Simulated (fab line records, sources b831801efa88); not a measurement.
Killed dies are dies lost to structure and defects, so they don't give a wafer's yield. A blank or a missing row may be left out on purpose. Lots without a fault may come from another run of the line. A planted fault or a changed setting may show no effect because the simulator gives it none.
Which tool did it? | flow sky130 | 12 lots, 36 wafers sampled, at 2 steps of a route of 708

WHAT THE GAUGES READ, wafer by wafer
SKY_GATE_OXIDE_OVL_MEAS_10.
lot  | measured     | on         | GATE_OXIDE_OVL (nm)
L075 | day 13 17:09 | overlay-02 | 0.9 -1.8 -1.9
L077 | day 14 14:34 | overlay-01 | 0.7 0.0 -0.4
L079 | day 15 13:43 | overlay-01 | 0.7 1.0 0.5
L081 | day 15 23:43 | overlay-02 | 0.1 -0.9 0.4
L083 | day 17 02:19 | overlay-01 | 1.0 3.1 1.7
L085 | day 17 08:58 | overlay-02 | -3.5 -2.6 -0.9
L087 | day 18 11:34 | overlay-01 | 1.4 2.0 0.8
L089 | day 19 07:16 | overlay-02 | 1.4 0.9 1.5
L091 | day 20 19:19 | overlay-02 | 1.0 1.5 2.2
L093 | day 20 22:37 | overlay-01 | 0.0 0.5 -1.0
L095 | day 21 03:46 | overlay-01 | -0.2 -0.7 0.2
L097 | day 22 06:25 | overlay-01 | -0.5 -1.4 1.9

WHICH TOOL RAN EACH LOT (tool, then ch and the chambers of the sampled wafers, then the start)
lot  | SKY_FIELD_ISO_CMP_27
L075 | cmp-02 ch 0,1,3, day 2 13:14
L077 | cmp-02 ch 1,3, day 2 22:59
L079 | cmp-02 ch 0,2, day 3 12:00
L081 | cmp-01 ch 0,2,3, day 3 20:45
L083 | cmp-01 ch 2,3, day 4 08:44
L085 | cmp-01 ch 1,2,3, day 4 17:55
L087 | cmp-01 ch 0,1,3, day 5 08:33
L089 | cmp-01 ch 0,2, day 5 16:16
L091 | cmp-02 ch 1,2,3, day 6 12:55
L093 | cmp-02 ch 0,2,3, day 6 13:10
L095 | cmp-01 ch 0,1, day 6 21:43
L097 | cmp-02 ch 1,2, day 7 14:22
- SKY_FIELD_ISO_CMP_27: polishes, stops on Si3N4, t overpolish 16 s, target thk 457.8 nm.

THE ANSWER, worked out from the rows above alone
Rule: what is usual is taken from the lots themselves. Put in order of their means at a reading, lots are off if they are a third of the lots or fewer, leave a main group of 4 or more, and stand apart from it by a gap of 3 or more times the standard deviation of the main group's means; of several such gaps the widest counts. A main group whose means are all the same, to the digits that the tables above print for the reading, isn't used. A lot without any number at a reading at which 4 lots or more have one is off too. The other lots that the step has rows for count as sound.
No lot is off at any reading shown: from this, nothing can be told.

WHAT THE SIMULATOR HAD PUT IN
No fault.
